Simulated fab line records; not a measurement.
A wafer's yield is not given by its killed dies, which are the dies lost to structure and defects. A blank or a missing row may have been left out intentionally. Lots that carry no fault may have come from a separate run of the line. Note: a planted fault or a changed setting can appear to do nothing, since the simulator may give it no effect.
fab line records	flow sky130
record lots=6	wafers=18	last-day=50
route steps=708 shown CAPM@538 PAD_OPEN@708
lots with no fault: from the same line, run without faults
start-h: hours from the record's opening day to when the first of the lot's shown wafers began	wait-h: time in hours since the lot's previous step	" repeats the value in the row above	L1.1+2: several wafers, shown together as one row	- no value, or no start was given	* or withheld: withheld	< > ~ a bound
route shown NAME@n: a module of which the file shows steps, and the number in the route of the first	usual: the fault-free wafers' mean and standard deviation	same: alike in all rows	chamber/n: place in a boat	sites: per-site readings	_std_site: standard deviation across them	_edge_site: inner sites' mean taken away from outer sites' mean	radius-mm: how far each site lies from the wafer's centre	mask NAME#n: copy n	behind: the most recent tool/chamber to have shaped the wafer	hold: why the lot was held/for how many hours/how that ended	device: which transistor (n, p or np) failed to switch	end of line: tests run on the same wafers once the route is complete	a step with no rows: only its recipe	killed: dies that structure and defects cost at the first sort, which is not the same as the wafer's yield	map: dies across one wafer; x = killed, . = not, _ = none there
set.NAME: the setting that was run; set.NAME@STEP: the one run at that earlier step	model.NAME: the simulator's own value behind a step, which no gauge read
lots at selected steps of the route; one table per step, one row per wafer
services: the hour from which a tool's chamber was out of use, counted from the record's first day as start-h (under 0 if before that day), plus the number of hours and why
## steps
# step SKY_CAPM_THK_MEAS_01
# recipe reads=SiO2_of_CAPM_CVD_00
# usual CAPM_CVD_00_THK=15.58/0.24
lot.wafer	tool	chamber	start-h	wait-h	CAPM_CVD_00_THK[nm]
L706.1	film-metro-04	-	847.67	-	15.37
L706.5	"	-	"	"	15.55
L706.6	"	-	"	"	15.46
L708.1	film-metro-02	-	857.26	-	15.60
L708.2	"	-	"	"	15.29
L708.5	"	-	"	"	15.76
L722.2	film-metro-02	-	964.67	-	15.76
L722.3	"	-	"	"	15.54
L722.6	"	-	"	"	15.98
L723.1	film-metro-02	-	967.72	-	15.75
L723.3	"	-	"	"	15.32
L723.4	"	-	"	"	15.87
L727.4	film-metro-01	-	991.75	-	15.62
L727.5	"	-	"	"	15.40
L727.6	"	-	"	"	15.47
L729.2	film-metro-01	-	1005.84	-	15.65
L729.5	"	-	"	"	15.79
L729.6	"	-	"	"	15.66
# step SKY_CAPM_SPUTTER_02
# recipe material=TiN	target-thk-nm=200	temp-c=300	power-w=6500	time-s=166.7	chamber-pressure-pa=0.4
# usual throttle-valve-pct=30.2/0.9
lot.wafer	tool	chamber	start-h	wait-h	throttle-valve-pct
L706.1	pvd-sputter-04	-	847.73	0.1	31.7
L706.5	"	-	"	"	29.8
L706.6	"	-	"	"	30.0
L708.1	pvd-sputter-04	-	857.32	0.1	29.6
L708.2	"	-	"	"	29.5
L708.5	"	-	"	"	31.7
L722.2	pvd-sputter-04	-	964.72	0.0	29.7
L722.3	"	-	"	"	29.7
L722.6	"	-	"	"	31.5
L723.1	pvd-sputter-04	-	967.78	0.1	29.7
L723.3	"	-	"	"	29.1
L723.4	"	-	"	"	29.4
L727.4	pvd-sputter-04	-	991.78	0.0	31.5
L727.5	"	-	"	"	29.8
L727.6	"	-	"	"	29.4
L729.2	pvd-sputter-04	-	1005.89	0.0	29.7
L729.5	"	-	"	"	30.0
L729.6	"	-	"	"	31.7
# step SKY_CAPM_RS_MEAS_03
# recipe thk-meas-gauge=four-point-probe	reads=TiN_of_CAPM_SPUTTER_02
# usual CAPM_TIN_RS=6.92/0.086
lot.wafer	tool	chamber	start-h	wait-h	CAPM_TIN_RS[ohm/sq]
L706.1	film-metro-01	-	847.83	0.1	6.98
L706.5	"	-	"	"	7.05
L706.6	"	-	"	"	6.79
L708.1	film-metro-01	-	857.43	0.1	6.98
L708.2	"	-	"	"	6.96
L708.5	"	-	"	"	6.88
L722.2	film-metro-01	-	964.85	0.1	6.77
L722.3	"	-	"	"	6.92
L722.6	"	-	"	"	6.92
L723.1	film-metro-01	-	967.89	0.1	6.96
L723.3	"	-	"	"	6.95
L723.4	"	-	"	"	6.76
L727.4	film-metro-04	-	991.95	0.1	6.99
L727.5	"	-	"	"	7.03
L727.6	"	-	"	"	6.92
L729.2	film-metro-02	-	1006.02	0.1	6.91
L729.5	"	-	"	"	6.80
L729.6	"	-	"	"	6.93
# step SKY_CAPM_THK_MEAS_04
# recipe thk-meas-gauge=xrf	reads=TiN_of_CAPM_SPUTTER_02
# usual CAPM_TIN_THK=198.7/2.5
lot.wafer	tool	chamber	start-h	wait-h	CAPM_TIN_THK[nm]
L706.1	film-metro-01	-	847.95	0.1	196.4
L706.5	"	-	"	"	193.3
L706.6	"	-	"	"	201.6
L708.1	film-metro-01	-	857.55	0.1	195.9
L708.2	"	-	"	"	197.5
L708.5	"	-	"	"	198.3
L722.2	film-metro-01	-	964.96	0.1	202.3
L722.3	"	-	"	"	198.5
L722.6	"	-	"	"	198.6
L723.1	film-metro-01	-	968.01	0.1	197.0
L723.3	"	-	"	"	197.7
L723.4	"	-	"	"	203.6
L727.4	film-metro-04	-	992.04	0.1	196.1
L727.5	"	-	"	"	195.5
L727.6	"	-	"	"	197.1
L729.2	film-metro-02	-	1006.13	0.1	198.6
L729.5	"	-	"	"	202.1
L729.6	"	-	"	"	198.7
# step SKY_CAPM_DEHYDRATE_05
# recipe temp-c=200	time-s=60
# step SKY_CAPM_HMDS_06
# recipe prime-time-s=60	prime-temp-c=120
# step SKY_CAPM_COAT_07
# recipe resist=NOVOLAK	spin-rpm=3000	resist-thk-nm=1140
# step SKY_CAPM_SOFTBAKE_08
# recipe temp-c=90	time-s=60	resist=NOVOLAK
# step SKY_CAPM_EXPOSE_09
# recipe mask-id=CAPM	na=0.6	source-shape=conventional	sigma-outer=0.6	polarization=unpolarized	target-cd-nm=1000	dose-mj=159
# step SKY_CAPM_PEB_10
# recipe temp-c=withheld	time-s=*	resist=NOVOLAK
# step SKY_CAPM_DEVELOP_11
# recipe resist=NOVOLAK	developer=TMAH	develop-time-s=60	dev-temp-c=23
# step SKY_CAPM_OVL_MEAS_12
# usual CAPM_OVL=0.6/1.5
lot.wafer	tool	chamber	start-h	wait-h	CAPM_OVL[nm]
L706.1	overlay-01	-	874.07	0.1	-1.9
L706.5	"	-	"	"	-0.7
L706.6	"	-	"	"	-1.8
L708.1	overlay-02	-	884.06	0.1	1.1
L708.2	"	-	"	"	1.3
L708.5	"	-	"	"	0.8
L722.2	overlay-02	-	988.47	0.1	3.0
L722.3	"	-	"	"	0.6
L722.6	"	-	"	"	1.8
L723.1	overlay-01	-	991.86	0.1	0.9
L723.3	"	-	"	"	0.0
L723.4	"	-	"	"	0.1
L727.4	overlay-01	-	1015.19	0.1	-0.3
L727.5	"	-	"	"	-0.5
L727.6	"	-	"	"	-3.2
L729.2	overlay-02	-	1029.01	0.1	3.9
L729.5	"	-	"	"	1.8
L729.6	"	-	"	"	3.2
# step SKY_CAPM_METAL_ETCH_13
# recipe target-depth-nm=220	stop-on=SiO2	chemistry=Cl2/BCl3	target=TiN	pressure-mtorr=10	icp-w=900	bias-w=49.71	Cl2_flow_sccm=60	bcl3-flow-sccm=30	time-s=62.9
# usual bcl3-flow-sccm=30.00/0.088	bias-w=49.71/0.16	drypump-motor-current-A=5.72/0.3	oes-product-au=0.941/0.0082	throttle-valve-pct=21.902/0.011
lot.wafer	tool	chamber	start-h	wait-h	bcl3-flow-sccm	bias-w	drypump-motor-current-A	oes-product-au	rf-hours-counter-h	throttle-valve-pct	model.NOVOLAK_of_CAPM_COAT_07.thk-nm
L706.1	rie-metal-03	1	874.10	0.0	30.17	49.93	5.72	0.941	9	21.920	993.7
L706.5	"	0	"	"	29.94	49.59	5.97	0.925	-	21.903	989.9
L706.6	"	1	"	"	30.06	49.90	5.76	0.948	-	21.885	989.5
L708.1	rie-metal-04	0	884.09	0.0	30.01	49.81	5.73	0.936	19	21.907	990.5
L708.2	"	1	"	"	30.02	49.58	5.92	0.947	11	21.919	983.5
L708.5	"	1	"	"	30.00	49.54	5.92	0.945	-	21.904	982.7
L722.2	rie-metal-03	0	988.50	0.0	-	-	-	-	-	-	1136
L722.3	"	0	"	"	-	-	-	-	-	-	1140
L722.6	"	0	"	"	-	-	-	-	-	-	1135
L723.1	rie-metal-03	1	991.89	0.0	-	-	-	-	-	-	1139
L723.3	"	1	"	"	-	-	-	-	-	-	1143
L723.4	"	0	"	"	-	-	-	-	-	-	1140
L727.4	rie-metal-03	0	1015.23	0.0	30.00	49.76	5.97	0.931	-	21.915	987.9
L727.5	"	1	"	"	29.80	49.88	5.72	0.944	-	21.921	985.2
L727.6	"	0	"	"	30.01	49.67	5.97	0.947	-	21.897	986.1
L729.2	rie-metal-03	1	1029.04	0.0	29.79	49.90	5.76	0.940	17	21.912	988.1
L729.5	"	0	"	"	29.94	49.83	5.98	0.948	-	21.889	985.8
L729.6	"	1	"	"	29.92	49.71	5.74	0.943	-	21.902	984.6
# step SKY_CAPM_STRIP_14
# recipe chemistry=O2/N2	power-w=1400	pressure-mtorr=1500	platen-temp-c=withheld	o2-flow-sccm=3000	n2-flow-sccm=300	overash-fraction=0.5
# usual drypump-motor-current-A=5.6/0.49	oes-product-au=0.710/0.0045	strip-time-to-endpoint-s=12.60/0.043
lot.wafer	tool	chamber	start-h	wait-h	drypump-motor-current-A	oes-product-au	rf-hours-counter-h	strip-time-to-endpoint-s
L706.1	plasma-asher-02	1	874.18	0.1	5.5	0.715	78	12.67
L706.5	"	0	"	"	5.0	0.709	-	12.62
L706.6	"	1	"	"	5.5	0.709	-	12.62
L708.1	plasma-asher-04	0	884.17	0.1	6.2	0.712	45	12.61
L708.2	"	1	"	"	5.2	0.715	45	12.54
L708.5	"	0	"	"	6.2	0.716	-	12.54
L722.2	plasma-asher-04	0	988.58	0.1	6.2	0.719	55	14.13
L722.3	"	1	"	"	5.2	0.717	-	14.19
L722.6	"	0	"	"	6.1	0.712	-	14.12
L723.1	plasma-asher-03	1	991.97	0.1	6.5	0.712	24	14.16
L723.3	"	0	"	"	5.8	0.718	-	14.21
L723.4	"	1	"	"	6.5	0.712	-	14.18
L727.4	plasma-asher-02	1	1015.31	0.1	5.5	0.717	-	12.59
L727.5	"	1	"	"	5.5	0.714	-	12.56
L727.6	"	0	"	"	5.0	0.708	-	12.55
L729.2	plasma-asher-02	1	1029.12	0.1	5.5	0.716	94	12.58
L729.5	"	0	"	"	5.0	0.705	-	12.58
L729.6	"	1	"	"	5.5	0.710	-	12.56
# step SKY_CAPM_STRIP_15
# recipe chemistry=post-etch-residue-remover	time-s=1200	temp-c=72.5
# step SKY_PAD_OPEN_PROBE_99
# usual killed_at_M0_to_M3=43/7.5	killed_at_M4_up=2.8/1.8	killed-at-contacts=24/5.3	killed-at-front-end=14/4.2	killed-at-other=0.3/0.54	killed-dies=84/9.4	killed-on-rim=16/3.3	killed-open=46/7.1	killed-short=38/6.6
# same gross-dies=492	killed-at-back-side=0
lot.wafer	tool	chamber	start-h	wait-h	hold	killed_at_M0_to_M3	killed_at_M4_up	killed-at-contacts	killed-at-front-end	killed-at-other	killed-dies	killed-on-rim	killed-open	killed-short
L706.1	prober-01	-	1072.38	0.1	-	44	3	30	12	0	89	15	58	31
L706.5	prober-01	-	1072.58	0.2	-	44	3	23	13	0	83	14	49	33
L706.6	prober-01	-	1072.63	0.2	-	43	6	17	20	1	87	18	46	41
L708.1	prober-01	-	1082.26	0.1	-	52	2	25	13	0	92	17	48	44
L708.2	prober-01	-	1082.31	0.1	-	52	4	20	12	0	88	14	37	51
L708.5	prober-01	-	1082.46	0.2	-	41	1	25	6	1	74	14	40	34
L722.2	prober-01	-	1166.08	0.1	await-dispo/4.2h/scrap	50	2	17	7	416	492	96	44	31
L722.3	prober-01	-	1166.13	0.2	await-dispo/4.2h/scrap	45	2	25	17	403	492	96	38	51
L722.6	prober-01	-	1166.28	0.2	await-dispo/4.2h/scrap	43	1	23	6	419	492	96	41	32
L723.1	prober-02	-	1168.98	0.1	await-dispo/3.2h/scrap	27	4	33	13	415	492	96	44	33
L723.3	prober-02	-	1169.08	0.2	await-dispo/3.2h/scrap	43	0	19	4	426	492	96	33	34
L723.4	prober-02	-	1169.13	0.2	await-dispo/3.2h/scrap	38	5	27	5	417	492	96	37	38
L727.4	prober-02	-	1184.83	0.2	-	34	3	29	11	0	77	10	40	35
L727.5	prober-02	-	1184.88	0.2	-	45	2	29	6	0	82	20	45	37
L727.6	prober-02	-	1184.93	0.2	-	38	4	21	15	0	78	14	45	32
L729.2	prober-01	-	1194.27	0.1	-	42	3	28	15	0	88	23	58	30
L729.5	prober-01	-	1194.42	0.2	-	42	7	23	10	0	82	17	41	41
L729.6	prober-01	-	1194.47	0.2	-	42	4	22	18	0	86	13	47	38
# killed by level:class
L706.1 CONTACT:geometric-particle:open=15 VIA1:geometric-particle:open=12 VIA2:geometric-particle:open=8 METAL1:geometric-particle:short=8 LI_CONTACT:geometric-particle:open=7 VIA3:geometric-particle:open=5 LOCAL_INTERCONNECT:geometric-particle:short=4 FIELD_ISO:geometric-particle:open=3
L706.5 VIA1:geometric-particle:open=11 VIA2:geometric-particle:open=9 CONTACT:geometric-particle:open=8 VIA3:geometric-particle:open=7 LI_CONTACT:geometric-particle:open=6 VIA1:geometric-particle:short=5 FIELD_ISO:geometric-particle:short=4 POLY_GATE:geometric-particle:short=4
L706.6 VIA2:geometric-particle:open=10 VIA1:geometric-particle:open=8 METAL2:geometric-particle:short=7 POLY_GATE:geometric-particle:open=6 METAL4:geometric-particle:short=6 FIELD_ISO:geometric-particle:open=5 VIA3:geometric-particle:open=5 LI_CONTACT:geometric-particle:open=5
L708.1 VIA1:geometric-particle:open=14 VIA2:geometric-particle:open=14 VIA1:geometric-particle:short=10 CONTACT:geometric-particle:short=9 CONTACT:geometric-particle:open=7 FIELD_ISO:geometric-particle:open=5 LOCAL_INTERCONNECT:geometric-particle:short=5 METAL2:geometric-particle:short=5
L708.2 VIA1:geometric-particle:open=12 CONTACT:geometric-particle:open=9 METAL2:geometric-particle:short=7 METAL3:geometric-particle:short=7 LOCAL_INTERCONNECT:geometric-particle:short=6 VIA1:geometric-particle:short=6 VIA2:geometric-particle:open=5 FIELD_ISO:geometric-particle:short=4
L708.5 CONTACT:geometric-particle:open=9 LI_CONTACT:geometric-particle:open=8 VIA1:geometric-particle:short=8 VIA1:geometric-particle:open=8 CONTACT:geometric-particle:short=5 VIA2:geometric-particle:open=5 METAL1:geometric-particle:short=4 VIA2:geometric-particle:short=4
L722.2 CAPM:area-etch=416 VIA1:geometric-particle:open=16 VIA2:geometric-particle:open=8 LOCAL_INTERCONNECT:geometric-particle:short=6 METAL1:geometric-particle:short=6 VIA3:geometric-particle:open=6 CONTACT:geometric-particle:open=4 VIA1:geometric-particle:short=4
L722.3 CAPM:area-etch=403 VIA1:geometric-particle:open=10 CONTACT:geometric-particle:open=7 VIA1:geometric-particle:short=7 FIELD_ISO:geometric-particle:short=6 METAL1:geometric-particle:short=6 CONTACT:geometric-particle:short=6 LI_CONTACT:geometric-particle:open=5
L722.6 CAPM:area-etch=418 CONTACT:geometric-particle:open=13 VIA1:geometric-particle:open=8 VIA3:geometric-particle:open=7 VIA1:geometric-particle:short=6 VIA2:geometric-particle:open=6 METAL1:geometric-particle:short=5 LI_CONTACT:geometric-particle:open=5
L723.1 CAPM:area-etch=373 RES_PROTECT:unspecified=42 CONTACT:geometric-particle:open=11 LI_CONTACT:geometric-particle:open=7 CONTACT:geometric-particle:short=6 VIA2:geometric-particle:open=6 METAL2:geometric-particle:short=6 VIA1:geometric-particle:open=5
L723.3 CAPM:area-etch=371 RES_PROTECT:unspecified=54 VIA1:geometric-particle:open=8 VIA2:geometric-particle:open=7 LOCAL_INTERCONNECT:geometric-particle:short=5 CONTACT:geometric-particle:open=5 VIA3:geometric-particle:short=5 VIA3:geometric-particle:open=5
L723.4 CAPM:area-etch=369 RES_PROTECT:unspecified=48 CONTACT:geometric-particle:open=9 LI_CONTACT:geometric-particle:open=7 VIA1:geometric-particle:open=7 METAL2:geometric-particle:short=7 VIA3:geometric-particle:open=6 LI_CONTACT:geometric-particle:short=4
L727.4 LI_CONTACT:geometric-particle:open=9 CONTACT:geometric-particle:short=8 CONTACT:geometric-particle:open=7 VIA2:geometric-particle:open=7 METAL2:geometric-particle:short=7 VIA1:geometric-particle:open=6 FIELD_ISO:geometric-particle:short=4 POLY_GATE:geometric-particle:open=3
L727.5 VIA1:geometric-particle:open=10 CONTACT:geometric-particle:open=9 LI_CONTACT:geometric-particle:open=8 VIA3:geometric-particle:open=8 CONTACT:geometric-particle:short=7 VIA3:geometric-particle:short=5 VIA2:geometric-particle:open=5 VIA2:geometric-particle:short=4
L727.6 VIA1:geometric-particle:open=12 FIELD_ISO:geometric-particle:open=6 CONTACT:geometric-particle:open=6 METAL2:geometric-particle:short=6 LI_CONTACT:geometric-particle:open=5 VIA2:geometric-particle:open=5 VIA3:geometric-particle:open=4 CONTACT:geometric-particle:short=4
L729.2 LI_CONTACT:geometric-particle:open=13 CONTACT:geometric-particle:open=10 VIA1:geometric-particle:open=9 VIA1:geometric-particle:short=9 POLY_GATE:geometric-particle:open=7 VIA2:geometric-particle:open=5 VIA3:geometric-particle:open=4 METAL2:geometric-particle:short=4
L729.5 VIA1:geometric-particle:open=8 CONTACT:geometric-particle:open=8 VIA2:geometric-particle:open=7 CONTACT:geometric-particle:short=6 VIA1:geometric-particle:short=6 FIELD_ISO:geometric-particle:open=5 METAL2:geometric-particle:short=5 VIA3:geometric-particle:short=5
L729.6 VIA1:geometric-particle:open=9 VIA2:geometric-particle:open=8 CONTACT:geometric-particle:open=7 FIELD_ISO:geometric-particle:short=6 LI_CONTACT:geometric-particle:open=6 VIA1:geometric-particle:short=6 VIA3:geometric-particle:open=6 FIELD_ISO:geometric-particle:open=4
# map L722.2 (x killed, . not)
__________xxxxxxxxxx_________
________xxxxxxxxxxxxxx_______
______xxxxxxxxxxxxxxxxxx_____
_____xxxxxxxxxxxxxxxxxxxx____
____xxxxxxxxxxxxxxxxxxxxxx___
___xxxxxxxxxxxxxxxxxxxxxxxx__
__xxxxxxxxxxxxxxxxxxxxxxxxxx_
_xxxxxxxxxxxxxxxxxxxxxxxxxxxx
_xxxxxxxxxxxxxxxxxxxxxxxxxxxx
_xxxxxxxxxxxxxxxxxxxxxxxxxxxx
_xxxxxxxxxxxxxxxxxxxxxxxxxxxx
_xxxxxxxxxxxxxxxxxxxxxxxxxxxx
_xxxxxxxxxxxxxxxxxxxxxxxxxxxx
_xxxxxxxxxxxxxxxxxxxxxxxxxxxx
_xxxxxxxxxxxxxxxxxxxxxxxxxxxx
__xxxxxxxxxxxxxxxxxxxxxxxxxx_
___xxxxxxxxxxxxxxxxxxxxxxxx__
____xxxxxxxxxxxxxxxxxxxxxx___
_____xxxxxxxxxxxxxxxxxxxx____
______xxxxxxxxxxxxxxxxxx_____
________xxxxxxxxxxxxxx_______
__________xxxxxxxxxx_________
# map L723.1 (x killed, . not)
__________xxxxxxxxxx_________
________xxxxxxxxxxxxxx_______
______xxxxxxxxxxxxxxxxxx_____
_____xxxxxxxxxxxxxxxxxxxx____
____xxxxxxxxxxxxxxxxxxxxxx___
___xxxxxxxxxxxxxxxxxxxxxxxx__
__xxxxxxxxxxxxxxxxxxxxxxxxxx_
_xxxxxxxxxxxxxxxxxxxxxxxxxxxx
_xxxxxxxxxxxxxxxxxxxxxxxxxxxx
_xxxxxxxxxxxxxxxxxxxxxxxxxxxx
_xxxxxxxxxxxxxxxxxxxxxxxxxxxx
_xxxxxxxxxxxxxxxxxxxxxxxxxxxx
_xxxxxxxxxxxxxxxxxxxxxxxxxxxx
_xxxxxxxxxxxxxxxxxxxxxxxxxxxx
_xxxxxxxxxxxxxxxxxxxxxxxxxxxx
__xxxxxxxxxxxxxxxxxxxxxxxxxx_
___xxxxxxxxxxxxxxxxxxxxxxxx__
____xxxxxxxxxxxxxxxxxxxxxx___
_____xxxxxxxxxxxxxxxxxxxx____
______xxxxxxxxxxxxxxxxxx_____
________xxxxxxxxxxxxxx_______
__________xxxxxxxxxx_________
## services
tool	chamber	start-h	hours	kind
plasma-asher-03	-	828.68	3.6	repair
rie-metal-04	-	831.22	2.8	pm
pvd-sputter-04	-	859.11	0.8	repair
rie-metal-03	0	867.42	2.0	repair
rie-metal-04	0	897.29	-	clean
rie-metal-04	0	897.29	19.5	scheduled-down
rie-metal-04	0	897.29	19.5	vent-cycle
pvd-sputter-04	-	905.06	6.7	repair
plasma-asher-04	-	913.18	3.6	repair
rie-metal-03	1	940.72	12.7	repair
pvd-sputter-04	-	940.99	1.1	repair
pvd-sputter-04	-	972.43	3.3	repair
plasma-asher-04	-	989.81	3.2	repair
## key
first-sign step=SKY_CAPM_METAL_ETCH_13	reading=tool-record	direction=missing
effect step=SKY_CAPM_STRIP_14	reading=strip-time-to-endpoint-s	direction=up	sigmas=36	usual=*	struck=*
effect step=SKY_PAD_OPEN_PROBE_99	reading=killed-at-other	direction=up	sigmas=99+	usual=0.3	struck=416
model-effect step=SKY_CAPM_METAL_ETCH_13	value=NOVOLAK_of_CAPM_COAT_07.thk-nm	without=989.5	struck=1139
more-kills-born-at SKY_CAPM_METAL_ETCH_13@rie-metal-03=2350
met-at SKY_CAPM_METAL_ETCH_13
struck-wafers L722.2,L722.3,L722.6,L723.1,L723.3,L723.4
later-rows-left-out L722.2,L722.3,L722.6,L723.1,L723.3,L723.4
tester-left-out L723
onset-between 874.10 988.50
earlier-fault kind=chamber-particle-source	tool=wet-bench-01	chamber=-	onset-h=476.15	steps=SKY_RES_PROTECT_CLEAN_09	rate-per-visit-cm2=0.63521	end-h=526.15
fault kind=skipped-step-whole	tool=rie-metal-03	chamber=-	onset-h=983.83	steps=SKY_CAPM_METAL_ETCH_13	scope=struck-lots-only
# tester-left-out: of these lots the tester's yield and bins aren't shown, on N5 and GAA mostly nor the transistor test; their killed dies are dies lost to structure and defects alone, not to doping, threshold or leakage, so they don't give the yield
# later-rows-left-out: the simulator's readings of these wafers behind a module that went badly wrong aren't trusted and aren't shown, but for the sort
